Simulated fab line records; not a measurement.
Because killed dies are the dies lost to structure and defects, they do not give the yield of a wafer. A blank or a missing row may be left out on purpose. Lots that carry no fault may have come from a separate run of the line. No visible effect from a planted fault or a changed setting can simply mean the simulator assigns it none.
Which tool was responsible? | flow sky130 | Sampling: 14 lots, 42 wafers, 2 of 708 route steps

## WHAT EACH GAUGE READ, for each wafer
SKY_CAP2M_THK_MEAS_04: measures by xrf. Usual: CAP2M_TIN_THK typically reads 200.3 nm, with standard deviation 2.4.
lot  | measured     | on            | CAP2M_TIN_THK (nm) | flag
L711 | day 40 05:55 | film-metro-04 | 201.5 202.6 197.6  |
L712 | day 40 13:07 | film-metro-01 | 199.4 199.4 202.4  |
L713 | day 40 14:56 | film-metro-01 | 197.4 199.6 200.6  |
L714 | day 41 00:49 | film-metro-03 | 198.5 198.0 196.6  |
L715 | day 41 07:51 | film-metro-01 | 199.6 200.6 199.0  |
L719 | day 42 19:50 | film-metro-04 | 202.8 204.1 202.9  |
L720 | day 43 02:00 | film-metro-01 | 200.5 200.5 200.4  |
L721 | day 43 13:49 | film-metro-01 | 200.7 202.6 204.6  |
L728 | day 45 03:50 | film-metro-04 | 203.1 200.3 202.3  |
L729 | day 45 04:14 | film-metro-03 | 201.2 200.3 202.0  |
L730 | day 45 06:13 | film-metro-03 | 201.2 197.0 199.8  |
L731 | day 45 19:19 | film-metro-03 | 198.9 204.2 200.5  |
L732 | day 45 21:05 | film-metro-03 | 198.3 198.4 198.3  |
L733 | day 46 08:56 | film-metro-03 | 198.1 195.7 200.0  |

## WHICH TOOL RAN EACH LOT (tool, then ch and the chambers of the sampled wafers, then the start)
lot  | SKY_GATE_OXIDE_OXIDATION_01
L711 | furnace-02 ch 0, day 13 00:56
L712 | furnace-01 ch 0, day 13 15:25
L713 | furnace-02 ch 0, day 13 15:45
L714 | furnace-02 ch 0, day 14 02:51
L715 | furnace-01 ch 0, day 14 06:41
L719 | furnace-01 ch 0, day 15 22:00
L720 | furnace-01 ch 0, day 16 12:43
L721 | furnace-01 ch 0, day 16 22:52
L728 | furnace-02 ch 0, day 19 03:07
L729 | furnace-01 ch 0, day 19 07:40
L730 | furnace-01 ch 0, day 19 13:18
L731 | furnace-01 ch 0, day 20 03:37
L732 | furnace-01 ch 0, day 20 08:50
L733 | furnace-01 ch 0, day 21 01:51
- SKY_GATE_OXIDE_OXIDATION_01: stabilise 600 s, purge 300 s, target thk 10.268 nm.

## AS READ BY THE TOOLS THEMSELVES (means over the sampled wafers that have a number; for cases with no such wafer, the mark the record gives instead)
The record holds no such reading with a usual standard deviation.

## THE ANSWER, worked out from the rows above alone
Rule: a lot is off if the mean of its wafers that have a number lies more than 3 standard deviations from the usual mean. A lot without any number at a reading at which 4 lots or more have one is off too. All remaining lots with rows at the step are treated as sound. After the gauges, taken in route order, come the tools' own readings; for these a lot's mean is taken, as printed above. The first step at which some lot is off is used, and at that step the reading that is off furthest; a lot without a number counts as furthest.
None of the lots is off at any reading shown; this tells nothing.

## WHAT HAD BEEN PUT IN BY THE SIMULATOR
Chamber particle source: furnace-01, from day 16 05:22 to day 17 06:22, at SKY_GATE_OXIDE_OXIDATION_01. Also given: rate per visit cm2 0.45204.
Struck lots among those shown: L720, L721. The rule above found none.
